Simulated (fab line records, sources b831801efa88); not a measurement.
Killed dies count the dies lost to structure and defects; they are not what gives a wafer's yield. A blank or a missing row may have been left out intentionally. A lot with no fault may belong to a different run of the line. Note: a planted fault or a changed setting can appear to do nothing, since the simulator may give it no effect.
Problem report, 8D (eight disciplines) form, completed by code | flow sky130 | the parts of the form that need people (team, actions taken, sign-off) are left out

## 1. THE PROBLEM
Across 4 wafers from 2 lots, VIA3_HDPCVD_THK at SKY_VIA3_THK_MEAS_01 averages 1019 nm, while fault-free wafers read 1700 nm with a standard deviation of 17. That is -40 standard deviations from the usual mean.
Earliest sighting: wafer L368.2 on film_metro-01 at day 41 18:21. The record has a number at this step for 18 wafers belonging to 6 lots. Rule for "out" (also "out of limits"): further than 4 standard deviations from the usual mean. Any other wafer with a number is counted as sound.

## 2. WHAT IT IS; WHAT IT IS NOT
question                    | is                             | is not
which readings at this step | VIA3_HDPCVD_THK                | -
which lots                  | L368, L371                     | L361, L366, L370, L376
which wafers of those lots  | L368.2, L368.6, L371.2, L371.5 | L368.1, L371.3
read on which gauges        | film_metro-01                  | film_metro-02, film_metro-04
when                        | from day 41 18:21              | up to then (7 sound wafers); but 7 sound wafers of L370, L371, L376 came after

## 3. WHAT RULES OUT EACH SUSPECT
Counting: a tool at a process step up to the reading stays a suspect if it ran every lot that is out. Sound lots after the first of them don't rule it out here, since some wafers of a struck lot are sound.
- the gauge at SKY_VIA3_THK_MEAS_01: kept. All the wafers that are out were read on film_metro-01, and no step on other tools shows them out.
- rie_metal-03 at SKY_METAL3_ETCH_16 (etches BARC in N2/H2, stops on SiO2, time 88.2 s, target depth 60 nm): kept. It ran every lot that is out, first L368 (day 41 17:15); its last sound lot up to then is L366 (day 41 06:59).
- rie_metal-02 at SKY_METAL3_METAL_ETCH_18 (etches the open film in Cl2/BCl3, stops on SiO2, target depth 845 nm, time 183.1 s): kept. It ran every lot that is out, first L368 (day 41 17:22); its last sound lot up to then is L366 (day 41 07:05).
- hdpcvd-02 at SKY_VIA3_HDPCVD_00 (deposits SiO2, target thk 1635 nm, time 284.1 s): kept. It ran every lot that is out, first L368 (day 41 18:11); its last sound lot up to then is L366 (day 41 07:52).
- At SKY_VIA3_HDPCVD_00, inside hdpcvd-02: chamber 0 took the wafers that are out, while their sound lot-mates went through chambers 1, 2.
Left after counting: rie_metal-03 at SKY_METAL3_ETCH_16, rie_metal-02 at SKY_METAL3_METAL_ETCH_18, hdpcvd-02 at SKY_VIA3_HDPCVD_00, film_metro-01 at SKY_VIA3_THK_MEAS_01.

## 4. THE CAUSE (what the simulator had put in)
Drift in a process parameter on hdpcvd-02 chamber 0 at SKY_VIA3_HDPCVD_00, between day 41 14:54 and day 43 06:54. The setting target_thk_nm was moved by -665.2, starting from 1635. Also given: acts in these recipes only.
4 suspects survive the count, and this tool is in that group.

## 5. SEQUENCE OF EFFECTS, ordered by route
Each row: a reading where the mean over the struck wafers with a number is more than 3 standard deviations away from the usual. Only readings whose record carries a usual standard deviation are examined. hours: median over the lots of the time between each lot's start at the first step of this table that gives one and its start at this step. sigmas: the change, counted in usual standard deviations.
hours | step                 | reading         | usual   | on struck wafers | change | sigmas
0     | SKY_VIA3_THK_MEAS_01 | VIA3_HDPCVD_THK | 1700 nm | 1019             | -681   | -40

## 6. WHAT WOULD HAVE CAUGHT IT SOONER
The first out-of-limits reading at a measuring or inspecting step in this record came at day 41 18:21, 3 hours after the fault's start at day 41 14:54.
No tool reading at SKY_VIA3_HDPCVD_00 that has a usual standard deviation in the record was out on any struck wafer, so an alarm limit of 4 standard deviations on those readings would not have fired.
Of the lots that are out (2), L371 began SKY_VIA3_HDPCVD_00 on hdpcvd-02 after day 41 18:21. Putting the tool on hold at that point would have spared it.
